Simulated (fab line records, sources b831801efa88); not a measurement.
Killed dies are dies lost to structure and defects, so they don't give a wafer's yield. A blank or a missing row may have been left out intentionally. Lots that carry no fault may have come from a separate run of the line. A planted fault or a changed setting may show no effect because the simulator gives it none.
Struck lot and sound lot, side by side + flow sky130 + 22 steps out of a route of 708
Sound: these wafers, L958.2, L958.3, L958.6. The struck wafers were L962.2, L962.5, L962.6. The cause is named last.
At each step with rows: each side's tool, then ch and its chambers, then its first start. Under that, the readings that differ: sound wafers + struck wafers + difference of the means + sigmas: that difference in standard deviations of wafers without a fault.
alike: readings with means less than 2 such deviations apart, plus words and numbers identical on both sides. not compared: withheld readings, readings lacking a value on some wafer, bounds such as >300 that could conceal the same value, and numbers that have no deviation in the record and whose values overlap.
A row with sigmas, a row that says differs or no value, or rows on one side alone: a step with any of these is where the two part. Numbers that don't overlap but have no deviation are shown without sigmas and don't part them. Lack of a reading on every wafer of one side parts them only where that side has two or more wafers.

first, 1 step without rows for these wafers: SKY_POLY_GATE_OXIDATION_20 (stabilise 600 s, purge 300 s, target thk 4 nm).
SKY_POLY_GATE_THK_MEAS_21:
  sound on film_metro-04 at day 20 14:25; struck on film_metro-04 at day 21 06:32
  alike: POLY_GATE_OXIDATION_THK
SKY_POLY_GATE_CD_MEAS_22:
  sound on cd_sem-02 at day 20 14:29; struck on cd_sem-02 at day 21 06:37
  alike: cd_nm
then, 7 steps without rows for these wafers: SKY_LDD_N_DEHYDRATE_00 (time 60 s); SKY_LDD_N_HMDS_01 (prime time 60 s); SKY_LDD_N_COAT_02 (resist thk 300 nm); SKY_LDD_N_SOFTBAKE_03 (time 60 s); SKY_LDD_N_EXPOSE_04 (exposes mask NTM, target cd 840 nm); SKY_LDD_N_PEB_05; SKY_LDD_N_DEVELOP_06 (develop time 60 s).
SKY_LDD_N_OVL_MEAS_07:
  sound on overlay-02 at day 21 20:50; struck on overlay-01 at day 22 12:32
  alike: LDD_N_OVL
then, 1 step without rows for these wafers: SKY_LDD_N_IMPLANT_08.
SKY_LDD_N_IMPLANT_09:
  sound on implanter-02 ch 0, day 21 21:03; struck on implanter-02 ch 0, day 22 12:45
| reading            | sound                         | struck                        | difference | sigmas      |
|--------------------|-------------------------------|-------------------------------|------------|-------------|
| dose_ions_cm2      | 7.501e+13 7.504e+13 7.501e+13 | 9.715e+13 9.721e+13 9.719e+13 | +2.216e+13 | +99 or more |
| faraday_current_uA | 423 433 429                   | 557 553 540                   | +122       | +15         |
then, 6 steps without rows for these wafers: SKY_LDD_N_IMPLANT_10; SKY_LDD_N_IMPLANT_11; SKY_LDD_N_IMPLANT_12; SKY_LDD_N_IMPLANT_13; SKY_LDD_N_IMPLANT_14; SKY_LDD_N_IMPLANT_15.
SKY_LDD_N_STRIP_16: strips in O2/N2.
  sound on plasma_asher-04 ch 0, day 21 22:04; struck on plasma_asher-02 ch 0,1, day 22 13:46
| reading                      | sound             | struck            | difference | sigmas |
|------------------------------|-------------------|-------------------|------------|--------|
| strip_time_to_endpoint_s (s) | 4.318 4.314 4.309 | 4.393 4.387 4.366 | +0.068     | +5     |
  alike: chamber_pressure_mTorr, drypump_motor_current_A, oes_product_au
  not compared: rf_hours_counter_h
SKY_LDD_N_TW_MEAS_17:
  sound on film_metro-02 at day 21 22:11; struck on film_metro-02 at day 22 13:53
  alike: LDD_N_TW
-- here the record skips 26 days between the struck wafers' starts before and after, leaving off in module LDD_N and picking up in module PAD_OPEN (first step shown: number 708 of the route) --
SKY_PAD_OPEN_PROBE_99:
  sound on prober-02 at day 48 01:55; struck on prober-02 at day 48 12:53
| reading                     | sound             | struck            | difference | sigmas |
|-----------------------------|-------------------|-------------------|------------|--------|
| model.etest.tip_n.rs_ohm_sq | 446.5 444.7 444.6 | 425.9 428.7 426.5 | -18.2      |        |
  alike: killed_at_M0_to_M3, killed_at_M4_up, killed_at_contacts, killed_at_front_end, killed_at_other, killed_dies, killed_open, killed_short

== WHERE THEY PART ==
Last at SKY_LDD_N_STRIP_16 as far as this record goes, first at SKY_LDD_N_IMPLANT_09. Later steps at which nothing parts them and some readings are alike: SKY_LDD_N_TW_MEAS_17, SKY_PAD_OPEN_PROBE_99.

WHY: whatever the simulator had introduced
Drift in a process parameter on implanter-02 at SKY_LDD_N_IMPLANT_09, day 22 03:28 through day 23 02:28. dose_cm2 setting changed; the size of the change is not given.
